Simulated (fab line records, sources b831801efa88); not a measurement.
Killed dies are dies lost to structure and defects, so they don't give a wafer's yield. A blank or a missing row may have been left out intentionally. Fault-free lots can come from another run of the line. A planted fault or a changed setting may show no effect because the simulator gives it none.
Tool commonality check / flow sky130 / Sample size 12 lots and 36 wafers

## WHY THIS WAS OPENED
1 of 12 lots carry a flag on the reading SD_P_TW at SKY_SD_P_TW_MEAS_11. Wafers without a fault read 2821, standard deviation 29.
Rule: a lot gets a flag if all its wafers with a number sit over 4 standard deviations from that mean, or if no wafer of it has a number. The other lots count as sound.

lot=L366; measured=day 25 18:57; on=film-metro-04; SD_P_TW, wafer by wafer=2793 2791 2771; flag=
lot=L367; measured=day 25 19:14; on=film-metro-04; SD_P_TW, wafer by wafer=2793 2775 2800; flag=
lot=L370; measured=day 26 22:49; on=film-metro-02; SD_P_TW, wafer by wafer=2864 2854 2859; flag=
lot=L371; measured=day 27 02:31; on=film-metro-02; SD_P_TW, wafer by wafer=2850 2855 2865; flag=
lot=L372; measured=day 28 03:47; on=film-metro-04; SD_P_TW, wafer by wafer=2790 2790 2800; flag=
lot=L373; measured=day 28 06:19; on=film-metro-03; SD_P_TW, wafer by wafer=2812 2842 2840; flag=
lot=L377; measured=day 29 06:45; on=film-metro-03; SD_P_TW, wafer by wafer=2832 2831 2829; flag=
lot=L376; measured=day 29 07:37; on=film-metro-04; SD_P_TW, wafer by wafer=30 30 30; flag=FLAGGED
lot=L386; measured=day 32 11:08; on=film-metro-04; SD_P_TW, wafer by wafer=2790 2781 2806; flag=
lot=L387; measured=day 32 16:21; on=film-metro-04; SD_P_TW, wafer by wafer=2797 2784 2768; flag=
lot=L388; measured=day 32 18:22; on=film-metro-03; SD_P_TW, wafer by wafer=2834 2827 2829; flag=
lot=L389; measured=day 33 15:28; on=film-metro-04; SD_P_TW, wafer by wafer=2813 2802 2802; flag=
The mean of the flagged lots' numbers is 30, -2791 from the usual (-96 standard deviations).

## WHICH TOOL RAN EACH LOT
The record keeps 1 process step preceding the reading, out of 708 steps on the route. Each cell gives the tool, then ch followed by the chambers the sampled wafers passed through, then the start.
lot=L366; flag=; SKY_SD_P_EXPOSE_04=iline-stepper-02 ch 0, day 25 04:43
lot=L367; flag=; SKY_SD_P_EXPOSE_04=iline-stepper-01 ch 0, day 25 04:57
lot=L370; flag=; SKY_SD_P_EXPOSE_04=iline-stepper-01 ch 0, day 26 07:58
lot=L371; flag=; SKY_SD_P_EXPOSE_04=iline-stepper-02 ch 0, day 26 12:51
lot=L372; flag=; SKY_SD_P_EXPOSE_04=iline-stepper-02 ch 0, day 27 12:23
lot=L373; flag=; SKY_SD_P_EXPOSE_04=iline-stepper-01 ch 0, day 27 16:14
lot=L377; flag=; SKY_SD_P_EXPOSE_04=iline-stepper-01 ch 0, day 28 15:23
lot=L376; flag=FLAGGED; SKY_SD_P_EXPOSE_04=iline-stepper-02 ch 0, day 28 16:23
lot=L386; flag=; SKY_SD_P_EXPOSE_04=iline-stepper-02 ch 0, day 31 21:39
lot=L387; flag=; SKY_SD_P_EXPOSE_04=iline-stepper-02 ch 0, day 32 02:05
lot=L388; flag=; SKY_SD_P_EXPOSE_04=iline-stepper-02 ch 0, day 32 04:01
lot=L389; flag=; SKY_SD_P_EXPOSE_04=iline-stepper-02 ch 0, day 33 01:58
What is done by these steps:
- SKY_SD_P_EXPOSE_04: exposes mask PSDM, target cd 380 nm.
- SKY_SD_P_TW_MEAS_11

## FLAGGED OVER TOTAL, TOOL BY TOOL (the gauges that took the reading come last)
step=SKY_SD_P_EXPOSE_04; tool=iline-stepper-01; lots run=4; flagged=0; share of the flagged lots=none; sound lots run after its first flagged lot=-
step=SKY_SD_P_EXPOSE_04; tool=iline-stepper-02; lots run=8; flagged=1; share of the flagged lots=all; sound lots run after its first flagged lot=4 (L386,L387,L388,L389)
step=SKY_SD_P_TW_MEAS_11; tool=film-metro-02; lots run=2; flagged=0; share of the flagged lots=none; sound lots run after its first flagged lot=-
step=SKY_SD_P_TW_MEAS_11; tool=film-metro-03; lots run=3; flagged=0; share of the flagged lots=none; sound lots run after its first flagged lot=-
step=SKY_SD_P_TW_MEAS_11; tool=film-metro-04; lots run=7; flagged=1; share of the flagged lots=all; sound lots run after its first flagged lot=3 (L386,L387,L389)

## WHAT THE TABLE PERMITS
iline-stepper-02 at SKY_SD_P_EXPOSE_04 and film-metro-04 at SKY_SD_P_TW_MEAS_11 are the 2 rows of the table that ran each flagged lot.
- iline-stepper-02 at SKY_SD_P_EXPOSE_04 ran 8 lots, 1 of them flagged. Sound lots ran on it after the first flagged one (L386, L387, L388, L389), which a lasting fault on the whole tool wouldn't allow.
- film-metro-04 at SKY_SD_P_TW_MEAS_11 ran 7 lots, 1 of them flagged. Sound lots ran on it after the first flagged one (L386, L387, L389), which a lasting fault on the whole tool wouldn't allow.
Not one row of the table ran every flagged lot while running no sound lot after the first.

## WHAT WAS PUT IN BY THE SIMULATOR
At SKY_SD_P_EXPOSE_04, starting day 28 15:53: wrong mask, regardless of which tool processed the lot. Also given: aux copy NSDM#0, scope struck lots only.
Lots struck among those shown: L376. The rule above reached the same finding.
